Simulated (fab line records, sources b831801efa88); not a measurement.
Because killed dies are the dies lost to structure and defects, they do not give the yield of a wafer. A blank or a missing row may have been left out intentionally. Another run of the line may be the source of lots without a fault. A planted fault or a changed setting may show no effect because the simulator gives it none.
Matching of chambers / flow gf180mcu / cmp-01 running GF_V1_CMP_26: 4 sister chambers
The step polishes, stops on SiO2, t overpolish 15 s, target thk 0 nm. 8 wafers are shown with their chamber, then 7 later ones without.

WAFERS PAIRED WITH THEIR CHAMBERS
wafer=L539.4; chamber=3; motorCurrentA (A)=12.1; timeToEndpointS (s)=86.2
wafer=L539.5; chamber=0; motorCurrentA (A)=12.4; timeToEndpointS (s)=78.9
wafer=L540.3; chamber=3; motorCurrentA (A)=12.5; timeToEndpointS (s)=87.7
wafer=L540.5; chamber=0; motorCurrentA (A)=11.6; timeToEndpointS (s)=82.2
wafer=L545.1; chamber=1; motorCurrentA (A)=10.1; timeToEndpointS (s)=82.3
wafer=L545.5; chamber=2; motorCurrentA (A)=10.1; timeToEndpointS (s)=84.5
wafer=L544.1; chamber=1; motorCurrentA (A)=9.9; timeToEndpointS (s)=84.1
wafer=L544.3; chamber=2; motorCurrentA (A)=10.7; timeToEndpointS (s)=80.8

WAFERS WITHOUT THEIR CHAMBER
wafer=L544.5; motorCurrentA (A)=10.4; timeToEndpointS (s)=82.7
wafer=L546.3; motorCurrentA (A)=12.5; timeToEndpointS (s)=90.9
wafer=L546.4; motorCurrentA (A)=12.8; timeToEndpointS (s)=83.5
wafer=L546.6; motorCurrentA (A)=12.6; timeToEndpointS (s)=89.8
wafer=L553.2; motorCurrentA (A)=11.2; timeToEndpointS (s)=83.0
wafer=L553.3; motorCurrentA (A)=10.0; timeToEndpointS (s)=85.4
wafer=L553.5; motorCurrentA (A)=12.5; timeToEndpointS (s)=85.7

EACH ONE'S CHAMBER
wafer=L544.5; from the rows above=can't be placed: 2 or 1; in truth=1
wafer=L546.3; from the rows above=3; in truth=3
wafer=L546.4; from the rows above=can't be placed: 3 or 0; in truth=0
wafer=L546.6; from the rows above=3; in truth=3
wafer=L553.2; from the rows above=can't be placed: 2 or 0 or 1 or 3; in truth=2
wafer=L553.3; from the rows above=can't be placed: 1 or 2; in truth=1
wafer=L553.5; from the rows above=3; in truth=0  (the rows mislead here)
Placed correctly: 2 of 7. Cannot be placed on the basis of these rows: 4; the candidates contain the true chamber in 4. Number placed wrongly: 1.
How it was worked out, from the rows above alone: a wafer's distance from a chamber is the root of the sum, over the readings, of the square of ((its reading less the chamber's mean) divided by the reading's scatter). The wafer belongs to the nearest chamber; if the next one is less than 2 further off, it can't be placed. A chamber's mean is the mean of its shown wafers. The scatter is the square root of a quotient: the sum, over the shown wafers, of each reading's squared deviation from its chamber's mean, divided by wafers minus chambers.
